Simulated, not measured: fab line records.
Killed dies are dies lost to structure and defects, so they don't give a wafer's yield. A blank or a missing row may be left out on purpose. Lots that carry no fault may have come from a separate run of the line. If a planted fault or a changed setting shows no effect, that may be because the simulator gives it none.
fab line records    flow sky130
record: lots: 6  wafers: 18  last-day: 50
route steps=708 shown LDD_N@239 PAD_OPEN@708
lots with no fault: from the same line, run without faults
start-h: start of the lot's first displayed wafer, in hours after the record's first day    wait-h: hours since the lot's step before    " identical to the entry in the row above    L1.1+2: a single row standing in for several wafers    - no value, or no start given    * or withheld: withheld    < > ~ a bound
route shown NAME@n: names a module that has steps shown in the file, with the first one's number in the route    usual: mean/standard deviation of fault-free wafers    same: alike in all rows    chamber/n: place in a boat    sites: each site's reading    _std_site: the standard deviation of these    _edge_site: inner sites' mean taken away from outer sites' mean    radius-mm: how far each site lies from the wafer's centre    mask NAME#n: copy n    behind: the last tool/chamber to shape the wafer    hold: why the lot was held/for how many hours/how that ended    device: the transistor (n, p or np) that didn't switch    end of line: the tests these same wafers got at the end of their route    step lacking rows: just its recipe    killed: not the wafer's yield, but the dies lost to structure and defects at the first sort    map: the dies of a wafer, with x for killed, . for not killed, _ for no die there
set.NAME: the setting that was run; set.NAME@STEP: the one run at that earlier step    model.NAME: the simulator's own value behind a step, which no gauge read
lots at selected steps of the route; one table per step, one row per wafer
services: when a tool's chamber went out of use (start-h, in hours from the record's first day, below 0 if earlier), for how many hours, and the reason
== steps ==
step: SKY_LDD_N_COAT_02
recipe: resist: NOVOLAK  spin-rpm: 3000  resist-thk-nm: 300
step: SKY_LDD_N_SOFTBAKE_03
recipe: temp-c: 90  time-s: 60  resist: NOVOLAK
step: SKY_LDD_N_EXPOSE_04
recipe: mask-id: NTM  target-cd-nm: 840  na: 0.6  source-shape: conventional  sigma-outer: 0.6  dose-mj: 110
step: SKY_LDD_N_PEB_05
recipe: temp-c: withheld  time-s: *  resist: NOVOLAK
step: SKY_LDD_N_DEVELOP_06
recipe: develop-time-s: 60  dev-temp-c: 23
step: SKY_LDD_N_OVL_MEAS_07
usual: LDD_N_OVL: -0.3/1.3
lot.wafer  tool        chamber  start-h  wait-h  LDD_N_OVL[nm]
L539.1     overlay-01  -        465.32   0.1     -0.5
L539.3     "           -        "        "       0.1
L539.5     "           -        "        "       1.4
L540.4     overlay-02  -        470.94   0.1     0.1
L540.5     "           -        "        "       -0.3
L540.6     "           -        "        "       1.7
L545.1     overlay-01  -        518.76   0.1     -0.5
L545.2     "           -        "        "       1.7
L545.3     "           -        "        "       -1.3
L547.1     overlay-02  -        527.22   0.1     -1.4
L547.3     "           -        "        "       -2.7
L547.6     "           -        "        "       -1.6
L554.2     overlay-01  -        595.87   0.1     1.0
L554.4     "           -        "        "       3.0
L554.6     "           -        "        "       0.3
L555.1     overlay-01  -        602.21   0.1     -1.0
L555.4     "           -        "        "       -1.3
L555.6     "           -        "        "       -1.4
step: SKY_LDD_N_IMPLANT_08
recipe: species: As  energy-kev: 20  dose-cm2: 7.5e+13  tilt-deg: withheld  rotation-deg: 23
step: SKY_LDD_N_IMPLANT_09
recipe: species: As  energy-kev: 20  dose-cm2: 7.5e+13  tilt-deg: withheld  rotation-deg: 113
step: SKY_LDD_N_IMPLANT_10
recipe: species: As  energy-kev: 20  dose-cm2: 7.5e+13  tilt-deg: withheld  rotation-deg: 203
step: SKY_LDD_N_IMPLANT_11
recipe: species: As  energy-kev: 20  dose-cm2: 7.5e+13  tilt-deg: withheld  rotation-deg: 293
step: SKY_LDD_N_IMPLANT_12
recipe: species: BF2  energy-kev: 50  dose-cm2: 5e+12  tilt-deg: 30  rotation-deg: 0
step: SKY_LDD_N_IMPLANT_13
recipe: species: BF2  energy-kev: 50  dose-cm2: 5e+12  tilt-deg: 30  rotation-deg: 90
step: SKY_LDD_N_IMPLANT_14
recipe: species: BF2  energy-kev: 50  dose-cm2: 5e+12  tilt-deg: 30  rotation-deg: 180
usual: dose-ions-cm2: 5e+12/5.1e+09  faraday-current-uA: 28.1/0.59
lot.wafer  tool          chamber  start-h  wait-h  dose-ions-cm2  faraday-current-uA
L539.1     implanter-03  0        466.26   0.1     5.003e+12      26.9
L539.3     "             0        "        "       5e+12          27.5
L539.5     "             0        "        "       4.999e+12      27.5
L540.4     implanter-02  0        471.93   0.1     4.999e+12      27.3
L540.5     "             0        "        "       5.003e+12      27.9
L540.6     "             0        "        "       5.008e+12      28.5
L545.1     implanter-02  0        519.70   0.1     7.159e+12      41.1
L545.2     "             0        "        "       7.17e+12       40.4
L545.3     "             0        "        "       7.162e+12      39.6
L547.1     implanter-02  0        528.15   0.1     7.169e+12      41.0
L547.3     "             0        "        "       7.165e+12      38.9
L547.6     "             0        "        "       7.156e+12      41.2
L554.2     implanter-03  0        596.83   0.1     5.004e+12      27.1
L554.4     "             0        "        "       5.002e+12      28.7
L554.6     "             0        "        "       5.006e+12      28.2
L555.1     implanter-02  0        603.15   0.1     4.981e+12      27.6
L555.4     "             0        "        "       5.003e+12      28.1
L555.6     "             0        "        "       4.997e+12      27.4
step: SKY_LDD_N_IMPLANT_15
recipe: species: BF2  energy-kev: 50  dose-cm2: 5e+12  tilt-deg: 30  rotation-deg: 270
step: SKY_PAD_OPEN_PROBE_99
usual: killed_at_M0_to_M3: 43/6.6  killed_at_M4_up: 3.0/1.8  killed-at-contacts: 24/5.1  killed-at-front-end: 16/4.5  killed-at-other: 0.3/0.67  killed-dies: 86/9.3  killed-open: 47/6.9  killed-short: 39/6.6
same: gross-dies: 492  killed-at-back-side: 0
lot.wafer  tool       chamber  start-h  wait-h  killed_at_M0_to_M3  killed_at_M4_up  killed-at-contacts  killed-at-front-end  killed-at-other  killed-dies  killed-open  killed-short  model.etest.tip-n.rs-ohm-sq  model.etest.nfet_01v8_swapped.vt-sat-v  model.etest.nfet_01v8_lvt.vt-v  model.etest.nfet_01v8_swapped.vt-v  model.etest.nfet_01v8.vt-v
L539.1     prober-01  -        1115.00  0.1     46                  1                23                  14                   1                85           51           34            433.8                        0.6391                                  0.6002                          0.6904                              0.6906
L539.3     prober-01  -        1115.10  0.2     37                  2                17                  15                   0                71           41           29            435.9                        0.6441                                  0.6014                          0.6978                              0.6976
L539.5     prober-01  -        1115.20  0.2     39                  2                29                  19                   0                89           48           39            437.6                        0.6429                                  0.6061                          0.7006                              0.7011
L540.4     prober-02  -        1118.74  0.2     45                  1                20                  8                    0                74           38           36            439.5                        0.6506                                  0.6136                          0.6969                              0.6966
L540.5     prober-02  -        1118.79  0.2     52                  8                25                  17                   0                102          53           49            443.9                        0.6372                                  0.5967                          0.6862                              0.6857
L540.6     prober-02  -        1118.84  0.2     53                  1                21                  14                   0                89           49           40            442.5                        0.6388                                  0.6008                          0.6915                              0.6916
L545.1     prober-01  -        1149.39  0.1     45                  3                22                  19                   0                89           44           45            441.6                        0.678                                   0.6213                          0.7111                              0.7099
L545.2     prober-01  -        1149.44  0.1     41                  0                21                  21                   0                83           42           41            440.5                        0.6709                                  0.6158                          0.7022                              0.7013
L545.3     prober-01  -        1149.49  0.2     42                  4                30                  12                   0                88           57           31            447                          0.6835                                  0.6295                          0.7152                              0.7141
L547.1     prober-01  -        1155.38  0.1     45                  4                34                  17                   1                101          56           45            447                          0.6639                                  0.6192                          0.7029                              0.7016
L547.3     prober-01  -        1155.48  0.2     49                  1                27                  22                   1                100          54           46            447                          0.6653                                  0.6123                          0.7037                              0.7029
L547.6     prober-01  -        1155.63  0.2     50                  2                35                  17                   1                105          54           51            452.1                        0.663                                   0.6149                          0.7032                              0.702
L554.2     prober-01  -        1193.44  0.1     40                  2                23                  15                   1                81           50           31            438                          0.6551                                  0.6085                          0.7051                              0.7055
L554.4     prober-01  -        1193.54  0.2     51                  4                34                  16                   0                105          54           51            436.6                        0.6452                                  0.608                           0.6952                              0.6945
L554.6     prober-01  -        1193.64  0.2     44                  3                17                  18                   0                82           52           30            442.4                        0.6501                                  0.6062                          0.6962                              0.6955
L555.1     prober-02  -        1197.90  0.1     49                  2                32                  18                   0                101          59           42            439                          0.6379                                  0.6037                          0.6909                              0.6907
L555.4     prober-02  -        1198.05  0.2     45                  3                28                  16                   0                92           38           53            442.6                        0.6487                                  0.6125                          0.698                               0.6978
L555.6     prober-02  -        1198.15  0.2     35                  0                19                  17                   0                71           45           26            442.7                        0.634                                   0.5992                          0.6902                              0.6903
killed by level:class
L539.1 VIA2:geometric-particle:open=13 CONTACT:geometric-particle:open=9 METAL2:geometric-particle:short=6 LI_CONTACT:geometric-particle:open=5 VIA1:geometric-particle:open=5 FIELD_ISO:geometric-particle:open=4 CONTACT:geometric-particle:short=4 METAL1:geometric-particle:short=4
L539.3 VIA1:geometric-particle:open=11 VIA2:geometric-particle:open=7 FIELD_ISO:geometric-particle:short=5 CONTACT:geometric-particle:open=5 CONTACT:geometric-particle:short=4 METAL1:geometric-particle:short=4 FIELD_ISO:geometric-particle:open=3 POLY_GATE:geometric-particle:open=3
L539.5 CONTACT:geometric-particle:open=12 METAL2:geometric-particle:short=8 VIA1:geometric-particle:open=8 CONTACT:geometric-particle:short=7 LI_CONTACT:geometric-particle:open=6 VIA3:geometric-particle:open=6 VIA1:geometric-particle:short=5 VIA2:geometric-particle:open=5
L540.4 VIA1:geometric-particle:open=12 METAL2:geometric-particle:short=11 LI_CONTACT:geometric-particle:open=7 VIA2:geometric-particle:open=6 VIA3:geometric-particle:open=5 FIELD_ISO:geometric-particle:short=4 CONTACT:geometric-particle:open=4 LI_CONTACT:geometric-particle:short=3
L540.5 VIA1:geometric-particle:open=19 CONTACT:geometric-particle:open=8 VIA2:geometric-particle:short=7 CONTACT:geometric-particle:short=7 VIA3:geometric-particle:open=7 POLY_GATE:geometric-particle:short=5 METAL4:geometric-particle:short=5 METAL2:geometric-particle:short=5
L540.6 VIA1:geometric-particle:open=13 CONTACT:geometric-particle:open=8 METAL2:geometric-particle:short=8 VIA3:geometric-particle:open=8 VIA1:geometric-particle:short=5 VIA3:geometric-particle:short=5 FIELD_ISO:geometric-particle:short=4 POLY_GATE:geometric-particle:open=4
L545.1 CONTACT:geometric-particle:open=8 VIA3:geometric-particle:open=8 FIELD_ISO:geometric-particle:short=7 VIA2:geometric-particle:short=7 VIA1:geometric-particle:open=6 METAL2:geometric-particle:short=6 LI_CONTACT:geometric-particle:open=5 FIELD_ISO:geometric-particle:open=4
L545.2 VIA2:geometric-particle:open=9 FIELD_ISO:geometric-particle:short=7 VIA1:geometric-particle:open=7 CONTACT:geometric-particle:open=6 VIA3:geometric-particle:open=6 CONTACT:geometric-particle:short=5 METAL2:geometric-particle:short=5 POLY_GATE:geometric-particle:short=4
L545.3 VIA1:geometric-particle:open=13 LI_CONTACT:geometric-particle:open=12 CONTACT:geometric-particle:open=10 VIA2:geometric-particle:open=6 VIA3:geometric-particle:open=6 CONTACT:geometric-particle:short=5 METAL1:geometric-particle:short=4 FIELD_ISO:geometric-particle:open=3
L547.1 CONTACT:geometric-particle:open=10 LI_CONTACT:geometric-particle:open=9 VIA1:geometric-particle:open=8 CONTACT:geometric-particle:short=7 VIA1:geometric-particle:short=6 VIA3:geometric-particle:open=6 POLY_GATE:geometric-particle:short=5 LOCAL_INTERCONNECT:geometric-particle:short=5
L547.3 VIA2:geometric-particle:open=9 FIELD_ISO:geometric-particle:short=8 CONTACT:geometric-particle:open=8 VIA1:geometric-particle:open=8 VIA3:geometric-particle:open=8 FIELD_ISO:geometric-particle:open=7 LI_CONTACT:geometric-particle:open=6 VIA1:geometric-particle:short=6
L547.6 CONTACT:geometric-particle:open=16 LI_CONTACT:geometric-particle:open=9 METAL1:geometric-particle:short=9 VIA3:geometric-particle:open=9 VIA1:geometric-particle:open=7 LOCAL_INTERCONNECT:geometric-particle:short=6 VIA2:geometric-particle:open=6 METAL2:geometric-particle:short=5
L554.2 CONTACT:geometric-particle:open=11 VIA3:geometric-particle:open=9 VIA1:geometric-particle:open=7 LI_CONTACT:geometric-particle:open=6 METAL1:geometric-particle:short=5 POLY_GATE:geometric-particle:open=4 METAL2:geometric-particle:short=4 FIELD_ISO:geometric-particle:open=3
L554.4 CONTACT:geometric-particle:open=12 VIA1:geometric-particle:open=10 VIA3:geometric-particle:open=9 VIA3:geometric-particle:short=7 METAL2:geometric-particle:short=7 LI_CONTACT:geometric-particle:open=6 LOCAL_INTERCONNECT:geometric-particle:short=6 CONTACT:geometric-particle:short=6
L554.6 VIA1:geometric-particle:open=15 CONTACT:geometric-particle:open=9 POLY_GATE:geometric-particle:open=6 FIELD_ISO:geometric-particle:open=5 VIA2:geometric-particle:open=5 LI_CONTACT:geometric-particle:open=4 METAL1:geometric-particle:short=4 METAL2:geometric-particle:short=4
L555.1 VIA1:geometric-particle:open=16 LI_CONTACT:geometric-particle:open=12 CONTACT:geometric-particle:open=10 VIA2:geometric-particle:open=7 VIA1:geometric-particle:short=6 METAL1:geometric-particle:short=6 FIELD_ISO:geometric-particle:short=5 LOCAL_INTERCONNECT:geometric-particle:short=5
L555.4 METAL1:geometric-particle:short=12 CONTACT:geometric-particle:open=11 LI_CONTACT:geometric-particle:open=6 VIA2:geometric-particle:open=6 FIELD_ISO:geometric-particle:short=5 CONTACT:geometric-particle:short=5 VIA2:geometric-particle:short=5 FIELD_ISO:geometric-particle:open=4
L555.6 CONTACT:geometric-particle:open=7 POLY_GATE:geometric-particle:short=7 VIA1:geometric-particle:open=7 VIA2:geometric-particle:open=7 VIA3:geometric-particle:open=6 LI_CONTACT:geometric-particle:open=6 METAL2:geometric-particle:short=6 METAL1:geometric-particle:short=4
== services ==
tool          chamber  start-h  hours  kind
implanter-02  -        454.38   13.7   pm
implanter-03  -        487.36   4.8    pm
== key ==
first-sign: step: SKY_LDD_N_IMPLANT_14  reading: dose-ions-cm2  direction: up  sigmas: 99+  usual: *  struck: *
effect: step: SKY_LDD_N_IMPLANT_14  reading: faraday-current-uA  direction: up  sigmas: 21  usual: 28.1  struck: 40.3
model-effect: step: SKY_PAD_OPEN_PROBE_99  value: etest.tip-n.rs-ohm-sq  without: 441.5  struck: 445.9
met-at SKY_LDD_N_IMPLANT_14
struck-wafers L545.1,L545.2,L545.3,L547.1,L547.3,L547.6
tester-left-out L545,L547
onset-between 471.93 519.70
fault: kind: process-parameter-drift  tool: implanter-02  chamber: -  onset-h: 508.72  steps: SKY_LDD_N_IMPLANT_14  channel: dose-cm2  offset: *  shape: step  end-h: 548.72  acts-in: *  stated: *
tester-left-out: of these lots the tester's yield and bins aren't shown, on N5 and GAA mostly nor the transistor test; their killed dies are dies lost to structure and defects alone, not to doping, threshold or leakage, so they don't give the yield
